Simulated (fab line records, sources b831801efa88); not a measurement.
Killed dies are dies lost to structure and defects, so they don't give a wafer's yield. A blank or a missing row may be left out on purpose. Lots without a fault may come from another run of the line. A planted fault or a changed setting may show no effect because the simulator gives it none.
Which tool did it? | flow gf180mcu | 14 lots, 42 wafers sampled, at 4 steps of a route of 602

WHAT THE GAUGES READ, wafer by wafer
GF_PSD_RS_MEAS_14: measures by four-point-probe.
lot  | measured     | on            | NSD_RS (ohm/sq)
L432 | day 14 02:00 | film_metro-01 | 46.29 46.17 46.20
L433 | day 15 01:33 | film_metro-01 | 46.16 46.09 46.12
L435 | day 15 09:28 | film_metro-04 | 46.07 46.11 46.02
L436 | day 15 19:07 | film_metro-03 | 46.15 46.18 46.07
L437 | day 15 23:21 | film_metro-03 | 46.21 46.14 46.06
L438 | day 16 04:44 | film_metro-04 | 45.95 46.09 46.14
L439 | day 16 19:05 | film_metro-01 | 46.10 45.99 46.10
L440 | day 17 01:06 | film_metro-03 | 46.23 46.21 46.25
L441 | day 17 07:53 | film_metro-04 | 46.10 46.09 46.04
L442 | day 17 16:38 | film_metro-03 | 46.15 46.22 46.19
L444 | day 18 11:43 | film_metro-03 | 46.10 46.24 46.21
L449 | day 20 07:11 | film_metro-01 | 46.15 46.14 46.10
L453 | day 21 13:56 | film_metro-03 | 46.06 46.07 46.24
L454 | day 21 17:26 | film_metro-03 | 46.21 46.24 46.31

GF_V1_OVL_MEAS_15.
lot  | measured     | on         | V1_OVL (nm)
L432 | day 17 22:51 | overlay-02 | 11 -2 2
L433 | day 19 01:56 | overlay-01 | 5 2 0
L435 | day 19 10:43 | overlay-01 | -16 -9 -13
L436 | day 19 21:21 | overlay-02 | 12 8 13
L437 | day 20 00:12 | overlay-02 | -3 6 -11
L438 | day 20 06:20 | overlay-01 | 12 3 4
L439 | day 20 23:40 | overlay-01 | -2 4 0
L440 | day 21 05:18 | overlay-02 | 1 1 0
L441 | day 21 13:09 | overlay-01 | -3 -7 -11
L442 | day 21 20:38 | overlay-02 | 5 0 11
L444 | day 22 14:09 | overlay-02 | -2 0 -6
L449 | day 24 09:17 | overlay-02 | -1 -12 1
L453 | day 25 11:11 | overlay-02 | 0 -6 -4
L454 | day 25 15:44 | overlay-02 | -1 -1 -2

WHICH TOOL RAN EACH LOT (tool, then ch and the chambers of the sampled wafers, then the start)
lot  | GF_HV_LDD_IMPLANT_48            | GF_HV_LDD_RTA_52
L432 | implanter-04 ch 0, day 12 04:43 | rtp_anneal-01 ch 0, day 12 05:05
L433 | implanter-04 ch 0, day 12 21:31 | rtp_anneal-02 ch 0, day 12 21:52
L435 | implanter-01 ch 0, day 13 11:44 | rtp_anneal-02 ch 0, day 13 12:06
L436 | implanter-03 ch 0, day 13 20:34 | rtp_anneal-01 ch 0, day 13 20:55
L437 | implanter-04 ch 0, day 14 00:35 | rtp_anneal-01 ch 0, day 14 00:56
L438 | implanter-03 ch 0, day 14 07:07 | rtp_anneal-02 ch 0, day 14 07:28
L439 | implanter-03 ch 0, day 14 18:57 | rtp_anneal-01 ch 0, day 14 19:19
L440 | implanter-01 ch 0, day 15 01:07 | rtp_anneal-01 ch 0, day 15 01:29
L441 | implanter-04 ch 0, day 15 06:37 | rtp_anneal-01 ch 0, day 15 06:58
L442 | implanter-01 ch 0, day 15 16:07 | rtp_anneal-02 ch 0, day 15 16:29
L444 | implanter-01 ch 0, day 16 08:44 | rtp_anneal-02 ch 0, day 16 09:05
L449 | implanter-03 ch 0, day 18 03:34 | rtp_anneal-02 ch 0, day 18 03:55
L453 | implanter-03 ch 0, day 19 10:24 | rtp_anneal-02 ch 0, day 19 10:46
L454 | implanter-03 ch 0, day 19 14:41 | rtp_anneal-02 ch 0, day 19 15:02
- GF_HV_LDD_IMPLANT_48
- GF_HV_LDD_RTA_52: time 10 s.

WHAT THE TOOLS THEMSELVES READ (means of the sampled wafers that have a number; where no wafer has one, the mark that the record gives instead)
GF_HV_LDD_IMPLANT_48.
lot  | tool         | beam_energy_keV | dose_ions_cm2
L432 | implanter-04 | 25.000          | 3e+13
L433 | implanter-04 | 25.000          | 3e+13
L435 | implanter-01 | 25.001          | 3e+13
L436 | implanter-03 | 25.001          | 3e+13
L437 | implanter-04 | 24.995          | 3e+13
L438 | implanter-03 | 24.997          | 3e+13
L439 | implanter-03 | 25.005          | 3e+13
L440 | implanter-01 | 25.004          | 3e+13
L441 | implanter-04 | 25.002          | 3e+13
L442 | implanter-01 | 24.987          | 3e+13
L444 | implanter-01 | 25.002          | 3e+13
L449 | implanter-03 | 24.991          | 3e+13
L453 | implanter-03 | 24.992          | 3e+13
L454 | implanter-03 | 24.995          | 3e+13

GF_HV_LDD_RTA_52.
lot  | tool          | lamp_power_pct (%) | wafer_temp_C_max
L432 | rtp_anneal-01 | 40.2               | 1007.0
L433 | rtp_anneal-02 | 34.9               | 1002.4
L435 | rtp_anneal-02 | 34.9               | 1001.9
L436 | rtp_anneal-01 | 40.3               | 1005.7
L437 | rtp_anneal-01 | 40.3               | 1005.5
L438 | rtp_anneal-02 | 34.9               | 1003.0
L439 | rtp_anneal-01 | 40.3               | 1006.8
L440 | rtp_anneal-01 | 40.2               | 1005.2
L441 | rtp_anneal-01 | 40.3               | 1006.6
L442 | rtp_anneal-02 | 34.9               | 1002.5
L444 | rtp_anneal-02 | 34.8               | 1002.2
L449 | rtp_anneal-02 | 34.9               | 1002.8
L453 | rtp_anneal-02 | 34.9               | 1002.5
L454 | rtp_anneal-02 | 34.8               | 1002.7

THE ANSWER, worked out from the rows above alone
Rule: what is usual is taken from the lots themselves. Put in order of their means at a reading, lots are off if they are a third of the lots or fewer, leave a main group of 4 or more, and stand apart from it by a gap of 3 or more times the standard deviation of the main group's means; of several such gaps the widest counts. A main group whose means are all the same, to the digits that the tables above print for the reading, isn't used. A lot without any number at a reading at which 4 lots or more have one is off too. The other lots that the step has rows for count as sound. The gauges are gone through in route order, then the tools' own readings, and for those a lot's mean is taken as printed above. The first step at which some lot is off is used, and at that step the reading that is off furthest; a lot without a number counts as furthest.
No lot is off at any reading shown: from this, nothing can be told.

WHAT THE SIMULATOR HAD PUT IN
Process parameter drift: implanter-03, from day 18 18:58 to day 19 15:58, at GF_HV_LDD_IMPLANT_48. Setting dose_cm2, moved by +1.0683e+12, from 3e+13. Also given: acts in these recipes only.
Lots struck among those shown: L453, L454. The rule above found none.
